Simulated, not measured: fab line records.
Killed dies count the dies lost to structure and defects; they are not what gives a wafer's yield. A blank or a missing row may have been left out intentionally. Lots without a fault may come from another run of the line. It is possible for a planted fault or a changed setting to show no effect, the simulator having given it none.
One fault seen from 2 desks / flow sfq line / numbers are kept per desk, each desk with only its own; the story behind them comes last

## DESK OF THE TOOL OWNER: krf scanner-01
The tool's own readings at SFQ_TRILAYER_M0_LITHO_EXPOSE_022 (exposes mask M0, target cd 500 nm): means of the sampled wafers that have a number, for each lot that ran on this tool. Any lot whose mean is over 4 standard deviations away from the usual mean is out of limits and marked OUT; that distance is given in the brackets.
Columns: A = exposure dose mJ cm2 at SFQ_TRILAYER_M0_LITHO_EXPOSE_022, usual 14.399; B = stage vel mm s at SFQ_TRILAYER_M0_LITHO_EXPOSE_022, usual 500.00 mm/s
lot=L810; first seen here=day 15 03:12; A=14.415; B=499.87
lot=L817; first seen here=day 17 10:14; A=14.379; B=499.80
lot=L821; first seen here=day 19 02:25; A=9.119 (-99 or more) OUT; B=500.05
lot=L822; first seen here=day 19 06:25; A=9.095 (-99 or more) OUT; B=500.07
This desk's finding: out of limits on L821, L822; first on L821, day 19 02:25 (exposure dose mJ cm2 at SFQ_TRILAYER_M0_LITHO_EXPOSE_022). L810, L817: within limits.

## FROM THE METROLOGY DESK
What the gauges read for every lot (on any tool): the sampled wafers with a number, averaged. Any lot whose mean is over 4 standard deviations away from the usual mean is out of limits and marked OUT; that distance is given in the brackets.
Columns: A = L0V_OVL at SFQ_L0V_OVL_MEAS_903, usual -2 nm; B = M0_NB_RS at SFQ_M0_RS_MEAS_904, usual 0.880 ohm/sq; C = M0_OVL at SFQ_M0_OVL_MEAS_906, usual 1 nm; D = I0_BOW at SFQ_I0_BOW_MEAS_907, usual 1 um; E = I0_OVL at SFQ_I0_OVL_MEAS_908, usual 2 nm; F = M1_NB_RS at SFQ_M1_RS_MEAS_909, usual 0.891 ohm/sq; G = M8_BOW at SFQ_M8_BOW_MEAS_951, usual 9 um
lot=L810; first seen here=day 10 13:17; A=6; B=0.873; C=4; D=-1; E=4; F=0.894; G=11
lot=L817; first seen here=day 12 08:37; A=-6; B=0.891; C=-2; D=-3; E=-1; F=0.894; G=-1
lot=L821; first seen here=day 13 18:59; A=-5; B=0.872; C=5; D=5; E=4; F=0.876; G=3
lot=L822; first seen here=day 13 22:35; A=4; B=0.878; C=4; D=-4; E=-1; F=0.887; G=14
lot=L824; first seen here=day 14 21:19; A=-2; B=0.883; C=0; D=3; E=0; F=0.891; G=7
lot=L825; first seen here=day 15 02:07; A=-7; B=0.895; C=1; D=7; E=0; F=0.884; G=12
This desk found nothing out of limits on any of the 6 lots.

## PUT TOGETHER
At day 19 02:25, on L821, L822, the tool owner's desk was in a position to raise an alarm.
Nothing out of limits was seen by the metrology desk.
The metrology desk has L821, L822 on record, within its limits.
All the named lots went through SFQ_TRILAYER_M0_LITHO_EXPOSE_022 on krf scanner-01.

## WHAT WAS PUT IN BY THE SIMULATOR
Process parameters drifting: krf scanner-01 at SFQ_TRILAYER_M0_LITHO_EXPOSE_022, beginning at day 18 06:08. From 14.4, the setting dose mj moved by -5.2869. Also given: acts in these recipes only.
Struck lots among those shown: L821, L822.
Delay in hours, fault start to first out-of-limits reading, by desk: the tool owner's desk at 20.
